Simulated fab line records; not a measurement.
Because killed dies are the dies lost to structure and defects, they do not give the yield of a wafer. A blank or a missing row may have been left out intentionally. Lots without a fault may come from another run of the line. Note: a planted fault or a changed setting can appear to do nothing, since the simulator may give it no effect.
Matching of chambers -- flow sky130 -- 4 sister chambers for SKY_FIELD_ISO_CMP_27 on cmp-02
The step polishes, stops on Si3N4, t overpolish 16 s, target thk 457.8 nm. 30 wafers are shown with their chamber, then 12 later ones without.

== WAFERS PAIRED WITH THEIR CHAMBERS ==
wafer,chamber,motorCurrentA (A),timeToEndpointS (s),overpolishRunS (s)
L075.2,0,10.5,110,16.006
L075.4,3,10.4,114,15.998
L075.5,1,11.1,111,16.007
L077.2,1,11.1,110,16.022
L077.3,3,11.0,112,16.009
L077.5,1,11.1,109,15.987
L078.1,2,12.1,104,16.003
L078.3,1,11.3,112,16.006
L078.6,2,12.5,103,16.007
L078.2,3,11.4,110,16.004
L078.4,0,10.3,110,15.995
L078.5,3,11.0,114,16.013
L079.1,2,12.6,109,16.000
L079.2,1,10.8,112,16.008
L079.6,2,13.2,106,15.995
L079.3,0,10.0,110,16.002
L079.4,3,11.5,114,16.008
L079.5,1,11.4,114,16.010
L081.1,2,12.8,103,16.006
L081.2,1,11.6,113,15.992
L081.3,3,11.6,108,15.995
L084.1,2,13.0,104,15.991
L084.2,0,10.2,106,15.985
L084.4,3,11.5,109,16.009
L085.2,1,10.5,110,15.990
L085.4,2,12.7,105,15.987
L085.6,3,11.5,113,15.984
L086.2,3,11.3,105,16.005
L086.5,2,12.9,103,15.993
L086.6,1,11.1,107,15.993

SIGNATURES (means of the wafers above)
reading,chamber 0,chamber 1,chamber 2,chamber 3,scatter within a chamber
motorCurrentA,10.250,11.111,12.725,11.244,0.336
timeToEndpointS,109.00,110.89,104.62,111.00,2.49
overpolishRunS,15.99700,16.00167,15.99775,16.00278,0.00955
Rule: a wafer lies at a distance from a chamber equal to the root of the sum of squares, over the readings, of (its reading less the chamber's mean, divided by the reading's scatter). If the next closest chamber is less than 2 further off than the closest, the wafer can't be placed; otherwise it belongs to the closest. The scatter is the square root of a quotient: the sum, over the shown wafers, of each reading's squared deviation from its chamber's mean, divided by wafers minus chambers.

== WAFERS WITH NO CHAMBER GIVEN ==
wafer,motorCurrentA (A),timeToEndpointS (s),overpolishRunS (s)
L088.1,10.1,105,16.001
L088.2,12.8,101,16.000
L088.4,11.5,109,15.994
L092.1,12.3,107,15.992
L092.2,11.0,115,16.008
L092.3,11.0,117,15.998
L095.1,10.9,109,15.998
L095.5,11.5,109,15.998
L095.6,12.6,105,16.015
L097.3,12.4,102,15.993
L097.5,12.4,104,16.022
L097.6,10.6,112,15.998

== WHICH CHAMBER EACH WENT THROUGH ==
wafer,from the rows above,in truth
L088.1,0,0
L088.2,2,2
L088.4,can't be placed: 3 or 1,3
L092.1,2,2
L092.2,can't be placed: 1 or 3 or 0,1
L092.3,can't be placed: 1 or 3 or 0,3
L095.1,can't be placed: 1 or 3 or 0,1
L095.5,can't be placed: 3 or 1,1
L095.6,2,2
L097.3,2,2
L097.5,2,2
L097.6,can't be placed: 0 or 1 or 3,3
Placed correctly: 6 of 12. Not placeable from these rows: 6 (in 6, the candidates include the true chamber). Number placed wrongly: 0.
